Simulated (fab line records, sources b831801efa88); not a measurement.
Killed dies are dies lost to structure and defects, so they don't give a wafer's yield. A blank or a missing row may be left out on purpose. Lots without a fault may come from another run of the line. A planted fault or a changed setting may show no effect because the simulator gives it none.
fab line records | flow gf180mcu
record lots=7 wafers=21 last_day=34
route steps=602 shown VT_IMPLANT@93
lots that met no fault: from a run of the same line without faults
start_h: hours from the record's first day to the start of the lot's first wafer shown | wait_h: hours since the lot's step before | " the same as in the row above | L1.1+2: a row that stands for several wafers | - no value, or no start given | * or withheld: withheld | < > ~ a bound
route shown NAME@n: a module of which the file shows steps, and the number in the route of the first | usual: mean/standard deviation of fault-free wafers | same: alike in all rows | chamber/n: place in a boat | sites: the reading at each site | _std_site: their standard deviation | _edge_site: outer sites' mean less inner sites' | radius_mm: how far each site lies from the wafer's centre | mask NAME#n: copy n | behind: the tool/chamber that last shaped the wafer | hold: why the lot was held/for how many hours/how that ended | device: the transistor (n, p or np) that didn't switch | end of line: the same wafers' tests at the end of the route | a step without rows: its recipe alone | killed: dies lost to structure and defects at the first sort, not the wafer's yield | map: a wafer's dies, x killed, . not, _ none there
set.NAME: the setting as run; set.NAME@STEP: as run at that earlier step | model.NAME: the simulator's own value behind a step, which no gauge read
lots at some steps of the route; a table a step, a row a wafer
services: from which hour (start_h, from the record's first day; less than 0 if before it) a tool's chamber was out of use, for how many hours, and why
## steps
# step GF_VT_IMPLANT_SOFTBAKE_03
# recipe temp_c=90 time_s=61.9 resist=NOVOLAK
# usual plate_sensor_t_centre_C=90.759/0.01 plate_sensor_t_edge_C=90.830/0.0093
# columns lot.wafer tool chamber start_h wait_h plate_sensor_t_centre_C plate_sensor_t_edge_C
L107.1 litho_track-03 0 138.58 0.1 90.747 90.827
L107.2 " 0 " " 90.759 90.819
L107.5 " 0 " " 90.758 90.829
L108.1 litho_track-02 0 145.31 0.1 90.750 90.832
L108.2 " 0 " " 90.776 90.832
L108.5 " 0 " " 90.766 90.826
L109.1 litho_track-02 0 154.76 0.1 90.766 90.827
L109.2 " 0 " " 90.763 90.826
L109.5 " 0 " " 90.761 90.825
L110.4 litho_track-02 0 158.34 0.1 90.756 90.839
L110.5 " 0 " " 90.758 90.828
L110.6 " 0 " " 90.760 90.836
L115.1 litho_track-02 0 189.46 0.1 90.763 90.825
L115.2 " 0 " " 90.757 90.852
L115.5 " 0 " " 90.780 90.825
L118.2 litho_track-02 0 204.79 0.1 90.771 90.852
L118.3 " 0 " " 90.751 90.838
L118.6 " 0 " " 90.758 90.824
L123.2 litho_track-04 0 236.48 0.1 90.770 90.819
L123.5 " 0 " " 90.764 90.819
L123.6 " 0 " " 90.764 90.846
# step GF_VT_IMPLANT_EXPOSE_04
# recipe mask_id=LVPWELL_LV_AREA target_cd_nm=600 na=0.6 source_shape=conventional sigma_outer=0.6 dose_mj=140
# step GF_VT_IMPLANT_PEB_05
# recipe temp_c=withheld time_s=* resist=NOVOLAK
# step GF_VT_IMPLANT_DEVELOP_06
# recipe develop_time_s=60 dev_temp_c=23
# step GF_VT_IMPLANT_OVL_MEAS_07
# usual VT_IMPLANT_OVL=-0.3/1.2
# columns lot.wafer tool chamber start_h wait_h VT_IMPLANT_OVL[nm]
L107.1 overlay-01 - 146.36 0.1 1.1
L107.2 " - " " -0.4
L107.5 " - " " -1.1
L108.1 overlay-02 - 152.71 0.1 -0.5
L108.2 " - " " -0.1
L108.5 " - " " -2.1
L109.1 overlay-02 - 163.13 0.1 -0.8
L109.2 " - " " 1.0
L109.5 " - " " -0.6
L110.4 overlay-02 - 166.28 0.1 -1.7
L110.5 " - " " 0.2
L110.6 " - " " -1.4
L115.1 overlay-02 - 197.11 0.1 -0.9
L115.2 " - " " -1.6
L115.5 " - " " -0.9
L118.2 overlay-02 - 213.74 0.1 -1.7
L118.3 " - " " -0.4
L118.6 " - " " -0.9
L123.2 overlay-02 - 245.29 0.1 0.6
L123.5 " - " " 0.8
L123.6 " - " " -1.1
# step GF_VT_IMPLANT_IMPLANT_08
# recipe species=BF2 energy_kev=20 dose_cm2=8.29e+12 tilt_deg=7
# step GF_VT_IMPLANT_STRIP_09
# recipe chemistry=O2/N2 power_w=1400 pressure_mtorr=1500 platen_temp_c=250 o2_flow_sccm=3000 n2_flow_sccm=300 overash_fraction=0.5
# usual drypump_motor_current_A=5.9/0.63 heater_power_w=340/38 oes_product_au=0.716/0.0048 strip_time_to_endpoint_s=12.609/0.03
# columns lot.wafer tool chamber start_h wait_h drypump_motor_current_A heater_power_w oes_product_au rf_hours_counter_h strip_time_to_endpoint_s
L107.1 plasma_asher-02 0 146.54 0.1 5.1 349 0.713 3 12.629
L107.2 " 1 " " 6.2 382 0.709 3 12.651
L107.5 " 0 " " 5.0 354 0.720 - 12.611
L108.1 plasma_asher-04 1 152.89 0.1 5.3 307 0.719 50 12.658
L108.2 " 0 " " 6.7 333 0.713 50 12.663
L108.5 " 0 " " 6.7 342 0.718 - 12.639
L109.1 plasma_asher-02 0 163.32 0.1 5.1 361 0.714 5 12.620
L109.2 " 1 " " 6.2 379 0.721 5 12.581
L109.5 " 0 " " 5.1 350 0.710 - 12.629
L110.4 plasma_asher-01 0 166.48 0.1 6.6 255 0.711 - 12.566
L110.5 " 1 " " 5.8 361 0.722 - 12.630
L110.6 " 0 " " 6.6 252 0.715 - 12.592
L115.1 plasma_asher-02 0 197.30 0.1 5.1 356 0.717 9 12.587
L115.2 " 1 " " 6.2 375 0.712 9 12.564
L115.5 " 0 " " 5.1 351 0.716 - 12.568
L118.2 plasma_asher-02 1 213.92 0.1 6.3 383 0.719 11 12.633
L118.3 " 1 " " 6.2 372 0.718 - 12.642
L118.6 " 1 " " 6.3 379 0.711 - 12.631
L123.2 plasma_asher-01 1 245.47 0.1 5.8 369 0.714 44 12.615
L123.5 " 0 " " 6.6 253 0.720 - 12.601
L123.6 " 1 " " 5.8 382 0.712 - 12.608
# step GF_VT_IMPLANT_TW_MEAS_10
# usual VT_IMPLANT_TW=561.4/2.7
# columns lot.wafer tool chamber start_h wait_h VT_IMPLANT_TW
L107.1 film_metro-01 - 146.64 0.1 560.8
L107.2 " - " " 560.5
L107.5 " - " " 561.8
L108.1 film_metro-04 - 152.99 0.1 562.4
L108.2 " - " " 561.5
L108.5 " - " " 561.6
L109.1 film_metro-02 - 163.42 0.1 561.2
L109.2 " - " " 562.0
L109.5 " - " " 564.3
L110.4 film_metro-04 - 166.60 0.1 559.1
L110.5 " - " " 562.8
L110.6 " - " " 558.2
L115.1 film_metro-04 - 197.40 0.1 557.3
L115.2 " - " " 559.1
L115.5 " - " " 557.7
L118.2 film_metro-02 - 214.03 0.1 560.4
L118.3 " - " " 562.8
L118.6 " - " " 556.8
L123.2 film_metro-02 - 245.58 0.1 562.8
L123.5 " - " " 561.4
L123.6 " - " " 561.1
# step GF_VT_IMPLANT_DEHYDRATE_11
# recipe temp_c=200 time_s=60
# step GF_VT_IMPLANT_HMDS_12
# recipe prime_time_s=60 prime_temp_c=120
# step GF_VT_IMPLANT_COAT_13
# recipe resist=NOVOLAK spin_rpm=3000 resist_thk_nm=1000
# step GF_VT_IMPLANT_SOFTBAKE_14
# recipe temp_c=90 time_s=60 resist=NOVOLAK
# step GF_VT_IMPLANT_EXPOSE_15
# recipe mask_id=Nwell_LV_AREA target_cd_nm=860 na=0.6 source_shape=conventional sigma_outer=0.6 dose_mj=140
# usual exposure_dose_mJ_cm2=140.05/0.13 focus_offset_nm=0.0/0.52 na=0.6/0
# columns lot.wafer tool chamber start_h wait_h mask exposure_dose_mJ_cm2 focus_offset_nm na model.VT_IMPLANT.overlay_y_nm
L107.1 iline_stepper-02 - 154.38 - Nwell_LV_AREA#0 - - - 0.3674
L107.2 " - " " Nwell_LV_AREA#0 - - - 0.3674
L107.5 " - " " Nwell_LV_AREA#0 - - - 0.3674
L108.1 iline_stepper-02 - 160.76 - Nwell_LV_AREA#0 - - - -1.466
L108.2 " - " " Nwell_LV_AREA#0 - - - -1.466
L108.5 " - " " Nwell_LV_AREA#0 - - - -1.466
L109.1 iline_stepper-02 - 171.81 - Nwell_LV_AREA#0 - - - -2.689
L109.2 " - " " Nwell_LV_AREA#0 - - - -2.689
L109.5 " - " " Nwell_LV_AREA#0 - - - -2.689
L110.4 iline_stepper-02 0 174.59 - Nwell_LV_AREA#0 140.03 0.0 0.6 -1.508
L110.5 " 0 " " Nwell_LV_AREA#0 139.98 -0.3 0.6 -1.508
L110.6 " 0 " " Nwell_LV_AREA#0 140.03 0.8 0.6 -1.508
L115.1 iline_stepper-01 0 206.58 - Nwell_LV_AREA#0 140.12 -0.1 0.6 0.4668
L115.2 " 0 " " Nwell_LV_AREA#0 140.01 0.4 0.6 0.4668
L115.5 " 0 " " Nwell_LV_AREA#0 139.97 0.3 0.6 0.4668
L118.2 iline_stepper-02 0 222.60 - Nwell_LV_AREA#0 139.88 0.9 0.6 0.7654
L118.3 " 0 " " Nwell_LV_AREA#0 140.00 0.7 0.6 0.7654
L118.6 " 0 " " Nwell_LV_AREA#0 140.02 -0.2 0.6 0.7654
L123.2 iline_stepper-02 0 254.92 - Nwell_LV_AREA#0 139.83 -0.3 0.6 0.2021
L123.5 " 0 " " Nwell_LV_AREA#0 139.75 0.3 0.6 0.2021
L123.6 " 0 " " Nwell_LV_AREA#0 139.58 1.0 0.6 0.2021
# step GF_VT_IMPLANT_PEB_16
# recipe temp_c=withheld time_s=* resist=NOVOLAK
## services
# columns tool chamber start_h hours kind
plasma_asher-02 0 117.75 - clean
plasma_asher-02 1 117.75 - clean
iline_stepper-01 - 152.58 12.7 repair
plasma_asher-01 - 172.86 24.5 repair
plasma_asher-01 - 202.65 2.8 pm
iline_stepper-02 - 224.81 1.7 pm
iline_stepper-01 - 238.49 1.7 pm
iline_stepper-01 - 245.79 2.1 pm
iline_stepper-01 - 247.87 - consumable_replace:lamp
## key
first_sign step=GF_VT_IMPLANT_EXPOSE_15 reading=tool_record direction=missing
effect none on later readings
model_effect step=GF_VT_IMPLANT_EXPOSE_15 value=VT_IMPLANT.overlay_y_nm without=0.9854 struck=-1.263
met_at GF_VT_IMPLANT_EXPOSE_15
struck_wafers L107.1,L107.2,L107.5,L108.1,L108.2,L108.5,L109.1,L109.2,L109.5
later_rows_left_out L107.1,L107.2,L107.5,L108.1,L108.2,L108.5,L109.1,L109.2,L109.5
sort_left_out L107.1,L107.2,L107.5,L108.1,L108.2,L108.5,L109.1,L109.2,L109.5
tester_left_out L107,L108,L109
fault kind=skipped_step_whole tool=iline_stepper-02 chamber=- onset_h=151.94 steps=GF_VT_IMPLANT_EXPOSE_15 scope=struck_lots_only
# tester_left_out: of these lots the tester's yield and bins aren't shown, on N5 and GAA mostly nor the transistor test; their killed dies are dies lost to structure and defects alone, not to doping, threshold or leakage, so they don't give the yield
# sort_left_out: the simulated sort isn't trusted on such a fault, so these wafers' sort isn't shown, and their yield isn't known
# later_rows_left_out: the simulator's readings of these wafers behind a module that went badly wrong aren't trusted and aren't shown, but for the sort
